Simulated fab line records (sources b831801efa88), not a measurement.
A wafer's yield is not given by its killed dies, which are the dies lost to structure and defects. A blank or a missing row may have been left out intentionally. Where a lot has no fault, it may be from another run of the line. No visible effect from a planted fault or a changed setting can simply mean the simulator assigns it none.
Chamber matching | flow gf180mcu | cmp-01 running GF_V3_CMP_26: 4 sister chambers
The step polishes, stops on SiO2, t overpolish 15 s, target thk 0 nm. 15 wafers are shown with their chamber, then 7 later ones without.

## WAFERS WITH THEIR CHAMBER
wafer  | chamber | motorCurrentA (A) | timeToEndpointS (s)
L469.1 | 2       | 12.0              | 76
L469.5 | 2       | 12.0              | 78
L469.6 | 3       | 12.4              | 76
L473.3 | 3       | 12.0              | 78
L473.4 | 1       | 8.9               | 88
L473.5 | 3       | 11.8              | 79
L475.2 | 0       | 12.0              | 73
L475.3 | 2       | 11.5              | 78
L476.4 | 1       | 8.8               | 84
L476.6 | 0       | 11.9              | 78
L487.2 | 2       | 10.8              | 81
L487.3 | 0       | 12.4              | 78
L487.6 | 0       | 11.9              | 79
L488.3 | 1       | 8.5               | 90
L488.4 | 3       | 12.4              | 82

SIGNATURES (means of the wafers above)
reading         | chamber 0 | chamber 1 | chamber 2 | chamber 3 | scatter within a chamber
motorCurrentA   | 12.050    | 8.733     | 11.575    | 12.150    | 0.369
timeToEndpointS | 77.00     | 87.33     | 78.25     | 78.75     | 2.56
Rule: for each reading, subtract the chamber's mean from the wafer's reading, divide by that reading's scatter and square the result; add these up over the readings and take the root, which gives the wafer's distance from the chamber. The wafer belongs to the nearest chamber; if the next one is less than 2 further off, it can't be placed. The scatter is the square root of a quotient: the sum, over the shown wafers, of each reading's squared deviation from its chamber's mean, divided by wafers minus chambers.

## WAFERS WHOSE CHAMBER IS MISSING
wafer  | motorCurrentA (A) | timeToEndpointS (s)
L488.5 | 11.8              | 82
L491.2 | 12.2              | 81
L491.3 | 12.5              | 83
L491.6 | 12.3              | 85
L492.3 | 9.0               | 88
L492.4 | 11.1              | 84
L492.6 | 12.3              | 80

## WHICH CHAMBER EACH ONE RAN IN
wafer  | from the rows above          | in truth
L488.5 | can't be placed: 3 or 2 or 0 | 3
L491.2 | can't be placed: 3 or 0 or 2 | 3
L491.3 | can't be placed: 3 or 0 or 2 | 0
L491.6 | can't be placed: 3 or 0 or 2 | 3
L492.3 | 1                            | 1
L492.4 | can't be placed: 2 or 3 or 0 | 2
L492.6 | can't be placed: 3 or 0 or 2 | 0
Correctly placed: 1 of 7. From these rows, 6 cannot be placed; in 6 the true chamber is one of the candidates. Number placed wrongly: 0.
